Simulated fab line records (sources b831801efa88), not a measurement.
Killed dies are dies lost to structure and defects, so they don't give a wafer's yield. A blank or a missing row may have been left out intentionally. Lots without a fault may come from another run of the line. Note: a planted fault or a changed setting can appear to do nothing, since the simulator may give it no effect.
The tool behind it: which one? + flow gf180mcu + at 1 step of a route of 602, 7 lots with 21 wafers sampled

WHAT EACH GAUGE READ, for each wafer
GF_MVPSD_OVL_MEAS_07.
| lot  | measured     | on         | MVPSD_OVL (nm) |
|------|--------------|------------|----------------|
| L505 | day 6 01:23  | overlay-02 | -1.6 -0.8 -0.3 |
| L506 | day 6 06:29  | overlay-02 | 0.6 1.5 0.7    |
| L509 | day 7 06:01  | overlay-02 | 0.8 2.3 0.8    |
| L512 | day 7 11:16  | overlay-02 | 0.9 0.4 -0.3   |
| L514 | day 8 04:55  | overlay-02 | 0.9 2.5 3.2    |
| L517 | day 8 19:01  | overlay-02 | 0.5 0.4 -3.5   |
| L525 | day 11 01:06 | overlay-01 | -0.3 0.8 -2.1  |

WHICH TOOL RAN EACH LOT (tool, then ch and the chambers of the sampled wafers, then the start)
No process step before these readings appears in the record.

THE ANSWER, worked out from the rows above alone
Rule: the lots themselves supply what counts as usual. The widest of any qualifying gaps counts: lots, ordered by their means at a reading, are off when they make up no more than a third of the lots, leave a main group of 4 or more, and stand apart from it by 3 or more times the standard deviation of that group's means. A main group is skipped when, at the precision printed for the reading in the tables above, its means are all equal. Also off: a lot with no number at a reading for which 4 or more lots have one. All remaining lots with rows at the step are treated as sound.
None of the lots is off at any reading shown; this tells nothing.

WHAT WAS PUT IN BY THE SIMULATOR
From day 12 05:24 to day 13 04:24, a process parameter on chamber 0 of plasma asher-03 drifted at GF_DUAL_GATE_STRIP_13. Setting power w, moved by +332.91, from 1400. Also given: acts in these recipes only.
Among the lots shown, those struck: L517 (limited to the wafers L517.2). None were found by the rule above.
